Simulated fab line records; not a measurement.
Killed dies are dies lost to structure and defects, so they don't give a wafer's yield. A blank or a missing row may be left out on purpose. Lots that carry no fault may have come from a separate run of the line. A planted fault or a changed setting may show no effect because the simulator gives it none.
fab line records	flow sfqLine
[record] lots = 6	wafers = 18	lastDay = 87
route steps=325 shown M4@155 I4@163
lots with no fault: from the same line, run without faults
startH: start of the lot's first displayed wafer, in hours after the record's first day	waitH: hours from the lot's prior step to this one	" unchanged from the row above	L1.1+2: a single row standing in for several wafers	- either no value or no given start	* or withheld: withheld	< > ~ a bound
route shown NAME@n: names a module that has steps shown in the file, with the first one's number in the route	usual: average and standard deviation across the fault-free wafers	same: alike in all rows	chamber/n: place in a boat	sites: readings site by site	_std_site: how widely they spread, as a standard deviation	_edge_site: mean of outer sites minus mean of inner sites	radiusMm: for every site, how far away it sits from the centre of the wafer	mask NAME#n: copy n	behind: the tool/chamber that last shaped the wafer	hold: the reason the lot was held/the length of the hold in hours/how it ended	device: the n, p or np transistor that did not switch	end of line: at the end of the route, the tests of the same wafers	where a step has no rows: the recipe by itself	killed: at the first sort, the dies lost to defects and structure; wafer yield is something else	map: a wafer's dies, marking killed ones x, the rest . and places with no die _
set.NAME: the run value of the setting; set.NAME@STEP: its run value at that earlier step	model.NAME: the simulator's own value behind a step, which no gauge read
lots seen at some steps along the route; tables by step, rows by wafer
services: a tool's chamber out of use, with start hour (startH, from the record's first day; less than 0 if before it), hours out, and reason
[[steps]]
[step SFQ_TRILAYER_M4_LITHO_EXPOSE_094]
[recipe] maskId = M4	na = 0.6	sourceShape = conventional	sigmaOuter = 0.65	targetCdNm = 500	doseMj = 14.4
[step SFQ_TRILAYER_M4_LITHO_PEB_096]
[recipe] pebTempC = 115	pebTimeS = 60	resist = KrF
[step SFQ_TRILAYER_M4_LITHO_DEVELOP_095]
[recipe] timeS = 60	resist = KrF
[step SFQ_M4_OVL_MEAS_926]
[usual] M4_OVL = -3/5.3
lot.wafer	tool	chamber	startH	waitH	M4_OVL[nm]
L372.1	overlay-02	-	1167.83	0.1	-8
L372.2	"	-	"	"	-5
L372.5	"	-	"	"	-10
L378.1	overlay-01	-	1271.77	0.1	-10
L378.2	"	-	"	"	-3
L378.5	"	-	"	"	-8
L383.1	overlay-01	-	1283.77	0.1	-3
L383.2	"	-	"	"	0
L383.4	"	-	"	"	2
L385.1	overlay-01	-	1294.53	0.1	-7
L385.3	"	-	"	"	-5
L385.4	"	-	"	"	4
L388.1	overlay-02	-	1383.26	0.1	-2
L388.2	"	-	"	"	-1
L388.4	"	-	"	"	3
L389.3	overlay-01	-	1392.90	0.1	-11
L389.4	"	-	"	"	-14
L389.6	"	-	"	"	-4
[step SFQ_TRILAYER_M4_BARC_OPEN_METAL_ETCH_123]
[recipe] maskMaterial = PR	chemistry = O2	targetDepthNm = 125	target = BARC	icpW = 600	biasW = 80	pressureMtorr = 10	timeS = 41.7
[usual] drypumpMotorCurrentA = 5.67/0.17	oesProductAu = 0.685/0.0047
lot.wafer	tool	chamber	startH	waitH	drypumpMotorCurrentA	oesProductAu	rfHoursCounterH
L372.1	rieMetal-01	0	1167.87	0.0	5.58	0.679	96
L372.2	"	1	"	"	5.59	0.687	41
L372.5	"	0	"	"	5.58	0.687	-
L378.1	rieMetal-02	0	1271.81	0.0	5.76	0.688	71
L378.2	"	1	"	"	5.38	0.675	116
L378.5	"	1	"	"	5.40	0.681	-
L383.1	rieMetal-02	1	1283.81	0.0	5.39	0.684	118
L383.2	"	0	"	"	5.72	0.695	73
L383.4	"	0	"	"	5.73	0.688	-
L385.1	rieMetal-04	1	1294.56	0.0	5.93	0.687	57
L385.3	"	1	"	"	5.94	0.685	-
L385.4	"	0	"	"	5.78	0.682	-
L388.1	rieMetal-04	0	1383.30	0.0	5.80	0.686	81
L388.2	"	1	"	"	5.94	0.690	70
L388.4	"	0	"	"	5.78	0.677	-
L389.3	rieMetal-02	0	1392.95	0.0	5.70	0.680	-
L389.4	"	1	"	"	5.36	0.693	-
L389.6	"	1	"	"	5.37	0.681	-
[step SFQ_TRILAYER_M4_ETCH_METAL_ETCH_096]
[recipe] target = Nb	stopOn = SiO2	maskMaterial = PR	chemistry = Cl2/Ar	targetDepthNm = 240	icpW = 600	biasW = 80	pressureMtorr = 10	timeS = 120
[usual] drypumpMotorCurrentA = 5.67/0.17	oesProductAu = 0.892/0.007
lot.wafer	tool	chamber	startH	waitH	drypumpMotorCurrentA	oesProductAu	rfHoursCounterH
L372.1	rieMetal-01	0	1167.93	0.0	5.59	0.898	96
L372.2	"	1	"	"	5.62	0.897	41
L372.5	"	0	"	"	5.59	0.901	-
L378.1	rieMetal-02	0	1271.86	0.0	5.66	0.898	71
L378.2	"	1	"	"	5.39	0.884	116
L378.5	"	1	"	"	5.38	0.894	-
L383.1	rieMetal-02	1	1283.86	0.0	5.37	0.893	118
L383.2	"	0	"	"	5.72	0.896	73
L383.4	"	0	"	"	5.71	0.894	-
L385.1	rieMetal-04	1	1294.62	0.0	5.92	0.888	57
L385.3	"	1	"	"	5.91	0.898	-
L385.4	"	0	"	"	5.79	0.884	-
L388.1	rieMetal-04	0	1383.36	0.0	5.80	0.895	81
L388.2	"	1	"	"	5.92	0.890	71
L388.4	"	0	"	"	5.79	0.883	-
L389.3	rieMetal-02	0	1393.03	0.1	5.72	0.902	-
L389.4	"	1	"	"	5.38	0.890	-
L389.6	"	1	"	"	5.38	0.901	-
[step SFQ_TRILAYER_M4_STRIP_STRIP_097]
[recipe] gas = O2	powerW = 200	platenTempC = 40	overashFraction = 0.65	chemistry = O2	pressureMtorr = 50
[step SFQ_TRILAYER_M4_STRIP_SOLV_CLEAN_098]
[recipe] chemistry = NMP	tempC = 70	timeS = 600
[step SFQ_TRILAYER_I4_DEP_PECVD_099]
[recipe] material = SiO2	tempC = 150	timeS = 111.11	pressureTorr = 2.4	rfW = 183.3	precursor = SiH4/N2O	targetThkNm = 500
[usual] heaterPowerW = 81/13	throttleValvePct = 24.5/1.4
lot.wafer	tool	chamber	startH	waitH	heaterPowerW	sinceWetCleanH	throttleValvePct
L372.1	pecvd-01	1	1168.83	0.0	82	222	22.3
L372.2	"	0	"	"	91	222	23.2
L372.5	"	0	"	"	94	-	23.3
L378.1	pecvd-04	2	1272.76	0.0	76	1434	25.2
L378.2	"	1	"	"	112	1434	25.6
L378.5	"	1	"	"	95	-	25.4
L383.1	pecvd-01	2	1284.76	0.0	64	338	23.1
L383.2	"	1	"	"	92	338	22.4
L383.4	"	2	"	"	67	-	23.1
L385.1	pecvd-01	0	1295.52	0.0	90	348	23.8
L385.3	"	1	"	"	89	348	22.4
L385.4	"	2	"	"	70	-	23.1
L388.1	pecvd-02	2	1384.31	0.0	77	1176	23.9
L388.2	"	1	"	"	58	1176	27.4
L388.4	"	0	"	"	72	-	25.0
L389.3	pecvd-01	2	1393.89	0.0	77	447	23.3
L389.4	"	2	"	"	61	-	23.6
L389.6	"	0	"	"	87	-	24.1
[step SFQ_TRILAYER_I4_CMP_CMP_100]
[recipe] material = SiO2	downForcePsi = 3	platenRpm = 60	padVelocityMS = 0.94248
[usual] headPressurePsi = 2.999/0.0065	motorCurrentA = 10.1/0.98	timeToEndpointS = 215/6.7
lot.wafer	tool	chamber	startH	waitH	headPressurePsi	motorCurrentA	timeToEndpointS
L372.1	cmp-01	3	1188.50	19.6	2.996	11.2	211
L372.2	"	2	1190.00	21.1	3.002	10.4	213
L372.5	"	0	1191.00	22.1	2.997	10.9	213
L378.2	cmp-02	0	1312.12	39.3	3.002	9.3	214
L378.1	"	3	1313.62	40.8	3.013	9.2	206
L378.5	"	1	1314.62	41.8	2.995	10.0	214
L383.2	cmp-02	3	1324.12	39.3	2.992	9.3	209
L383.1	"	1	1325.12	40.3	3.003	10.7	214
L383.4	"	2	"	"	2.988	10.6	220
L385.1	cmp-01	1	1337.46	41.9	3.004	8.3	201
L385.4	"	2	"	"	3.001	9.6	220
L385.3	"	0	1338.96	43.4	2.997	10.9	216
L388.1	cmp-02	1	1407.27	22.9	3.000	10.0	218
L388.4	"	2	"	"	2.994	10.7	214
L388.2	"	0	1408.77	24.4	2.994	9.5	213
L389.3	cmp-02	3	1414.27	20.3	2.998	8.7	209
L389.4	"	0	"	"	2.993	9.6	218
L389.6	"	1	"	"	2.995	10.2	217
[step SFQ_I4_BOW_MEAS_927]
[recipe] mode = bow
[usual] I4_BOW = 4/7.5
lot.wafer	tool	chamber	startH	waitH	I4_BOW[um]
L372.1	filmMetro-04	-	1191.50	2.5	5
L372.2	"	-	"	"	11
L372.5	"	-	"	"	9
L378.1	filmMetro-02	-	1315.12	1.0	6
L378.2	"	-	"	"	8
L378.5	"	-	"	"	3
L383.1	filmMetro-02	-	1327.12	1.5	-5
L383.2	"	-	"	"	6
L383.4	"	-	"	"	6
L385.1	filmMetro-01	-	1340.46	2.5	-3
L385.3	"	-	"	"	2
L385.4	"	-	"	"	-3
L388.1	filmMetro-02	-	1410.27	2.5	0
L388.2	"	-	"	"	-4
L388.4	"	-	"	"	4
L389.3	filmMetro-02	-	1416.31	1.5	3
L389.4	"	-	"	"	5
L389.6	"	-	"	"	-10
[step SFQ_TRILAYER_I4_METRO_MEASURE_101]
[usual] thkNm = 200.1/0.95
lot.wafer	tool	chamber	startH	waitH	thkNm
L372.1	filmMetro-04	-	1191.62	0.1	201.1
L372.2	"	-	"	"	200.9
L372.5	"	-	"	"	201.2
L378.1	filmMetro-02	-	1315.24	0.1	201.1
L378.2	"	-	"	"	201.0
L378.5	"	-	"	"	199.9
L383.1	filmMetro-02	-	1327.24	0.1	199.9
L383.2	"	-	"	"	199.3
L383.4	"	-	"	"	200.1
L385.1	filmMetro-01	-	1340.58	0.1	199.6
L385.3	"	-	"	"	198.6
L385.4	"	-	"	"	200.7
L388.1	filmMetro-02	-	1410.39	0.1	198.6
L388.2	"	-	"	"	198.2
L388.4	"	-	"	"	198.9
L389.3	filmMetro-02	-	1416.79	0.5	200.7
L389.4	"	-	"	"	199.7
L389.6	"	-	"	"	199.0
[step SFQ_TRILAYER_I4_VIA_LITHO_COAT_108]
[recipe] resist = BARC	spinRpm = 3000	resistThkNm = 62
[usual] dispensePressureKPa = 52/3.5
lot.wafer	tool	chamber	startH	waitH	dispensePressureKPa	model.BARC_of_TRILAYER_I4_VIA_LITHO_COAT_108.thkNm
L372.1	lithoTrack-02	0	1192.82	1.0	47	62.19
L372.2	"	0	"	"	47	62.07
L372.5	"	0	"	"	47	62.22
L378.1	lithoTrack-04	0	1316.44	1.0	56	61.92
L378.2	"	0	"	"	56	62
L378.5	"	0	"	"	56	62.01
L383.1	lithoTrack-02	0	1328.44	1.0	47	61.97
L383.2	"	0	"	"	47	46.89
L383.4	"	0	"	"	47	47.11
L385.1	lithoTrack-02	0	1341.78	1.0	47	61.98
L385.3	"	0	"	"	47	61.91
L385.4	"	0	"	"	47	46.8
L388.1	lithoTrack-01	0	1411.59	1.0	54	61.81
L388.2	"	0	"	"	54	61.84
L388.4	"	0	"	"	53	61.87
L389.3	lithoTrack-01	0	1417.69	0.7	54	61.85
L389.4	"	0	"	"	54	61.79
L389.6	"	0	"	"	54	61.95
[step SFQ_TRILAYER_I4_VIA_LITHO_COAT_103]
[recipe] resist = KrF	spinRpm = 3000	resistThkNm = 650
[step SFQ_TRILAYER_I4_VIA_LITHO_SOFTBAKE_107]
[recipe] tempC = withheld	timeS = withheld	resist = KrF
[step SFQ_TRILAYER_I4_VIA_LITHO_EXPOSE_104]
[recipe] maskId = I4	na = 0.6	sourceShape = conventional	sigmaOuter = 0.65	targetCdNm = 700	doseMj = 21.3
[step SFQ_TRILAYER_I4_VIA_LITHO_PEB_106]
[recipe] pebTempC = 115	pebTimeS = 60	resist = KrF
[step SFQ_TRILAYER_I4_VIA_LITHO_DEVELOP_105]
[recipe] timeS = 60	resist = KrF
[step SFQ_I4_OVL_MEAS_928]
[usual] I4_OVL = 1/5.1
lot.wafer	tool	chamber	startH	waitH	I4_OVL[nm]
L372.1	overlay-01	-	1266.97	0.1	-7
L372.2	"	-	"	"	-3
L372.5	"	-	"	"	-2
L378.1	overlay-01	-	1318.69	0.1	-3
L378.2	"	-	"	"	-1
L378.5	"	-	"	"	0
L383.1	overlay-02	-	1330.69	0.1	5
L383.2	"	-	"	"	1
L383.4	"	-	"	"	6
L385.1	overlay-01	-	1344.03	0.1	3
L385.3	"	-	"	"	4
L385.4	"	-	"	"	-1
L388.1	overlay-02	-	1521.52	0.1	0
L388.2	"	-	"	"	0
L388.4	"	-	"	"	7
L389.3	overlay-02	-	1533.53	0.1	0
L389.4	"	-	"	"	-2
L389.6	"	-	"	"	-9
[step SFQ_TRILAYER_I4_VIA_BARC_OPEN_VIA_ETCH_146]
[recipe] maskMaterial = PR	chemistry = O2	targetDepthNm = 125	target = BARC	sourceW = 500	biasW = 80	pressureMtorr = 30	timeS = 41.7
[usual] drypumpMotorCurrentA = 5.8/0.5	oesProductAu = 0.685/0.005
lot.wafer	tool	chamber	startH	waitH	drypumpMotorCurrentA	oesProductAu	rfHoursCounterH	model.etch.depthNm
L372.1	rieDiel-03	1	1267.01	0.0	6.5	0.686	3	62.19
L372.2	"	2	"	"	5.3	0.680	9	62.07
L372.5	"	0	"	"	6.3	0.693	-	62.22
L378.1	rieDiel-02	3	1318.73	0.0	5.7	0.678	4	61.92
L378.2	"	2	"	"	5.3	0.690	14	62
L378.5	"	0	"	"	5.9	0.682	-	62.01
L383.1	rieDiel-04	1	1330.73	0.0	5.3	0.684	11	61.97
L383.2	"	0	"	"	5.3	0.608	12	46.89
L383.4	"	2	"	"	5.5	0.608	7	47.11
L385.1	rieDiel-03	1	1344.06	0.0	6.6	0.682	4	61.98
L385.3	"	0	"	"	6.3	0.680	17	61.91
L385.4	"	3	"	"	5.9	0.613	7	46.8
L388.1	rieDiel-02	0	1521.55	0.0	5.9	0.678	6	61.81
L388.2	"	1	"	"	5.2	0.678	14	61.84
L388.4	"	3	"	"	5.7	0.681	7	61.87
L389.3	rieDiel-03	0	1533.55	0.0	6.3	0.684	19	61.85
L389.4	"	0	"	"	6.3	0.679	-	61.79
L389.6	"	2	"	"	5.3	0.688	-	61.95
[step SFQ_TRILAYER_I4_VIA_ETCH_VIA_ETCH_106]
[recipe] target = SiO2	stopOn = Nb	maskMaterial = PR	taperDeg = 20	chemistry = CHF3	targetDepthNm = 260	sourceW = 500	biasW = 80	pressureMtorr = 30	timeS = withheld
[[services]]
tool	chamber	startH	hours	kind
pecvd-01	0	1149.49	5.0	repair
cmp-02	-	1151.04	1.0	repair
filmMetro-02	-	1156.85	0.3	pm
cmp-02	-	1173.04	5.4	pm
filmMetro-02	-	1210.82	0.2	pm
cmp-02	-	1223.54	28.7	repair
rieMetal-02	-	1235.24	1.6	repair
rieMetal-04	1	1246.41	6.7	repair
rieMetal-02	-	1249.84	0.1	repair
cmp-02	-	1255.28	5.0	pm
cmp-02	-	1273.92	2.2	repair
cmp-02	-	1330.21	1.0	repair
filmMetro-02	-	1356.69	0.3	pm
cmp-02	-	1369.30	1.6	repair
pecvd-01	-	1371.40	2.3	repair
cmp-02	-	1379.82	0.5	repair
cmp-02	-	1385.51	0.5	repair
rieMetal-04	-	1391.62	0.8	repair
filmMetro-02	-	1402.59	1.6	pm
rieMetal-02	0	1404.21	4.0	repair
rieMetal-02	-	1415.92	28.1	pm
cmp-02	-	1429.10	0.2	repair
cmp-02	-	1430.78	1.2	repair
rieMetal-02	-	1529.40	0.8	repair
[[key]]
[firstSign] step = SFQ_TRILAYER_I4_VIA_BARC_OPEN_VIA_ETCH_146	reading = oesProductAu	direction = down	sigmas = 15	usual = 0.685	struck = 0.610
effect none on later readings
[modelEffect] step = SFQ_TRILAYER_I4_VIA_LITHO_COAT_108	value = BARC_of_TRILAYER_I4_VIA_LITHO_COAT_108.thkNm	without = 62.08	struck = 46.93
[modelEffect] step = SFQ_TRILAYER_I4_VIA_BARC_OPEN_VIA_ETCH_146	value = etch.depthNm	without = 62.08	struck = 46.93
metAt SFQ_TRILAYER_I4_VIA_LITHO_COAT_108
struckWafers L383.2,L383.4,L385.4
onsetBetween 1192.82 1328.44
[fault] kind = processParameterDrift	tool = lithoTrack-02	chamber = -	onsetH = 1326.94	steps = SFQ_TRILAYER_I4_VIA_LITHO_COAT_108	channel = resistThkNm	offset = -15.132	shape = step	endH = 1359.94	scope = struckWafersOnly	actsIn = theseRecipesOnly	stated = 62
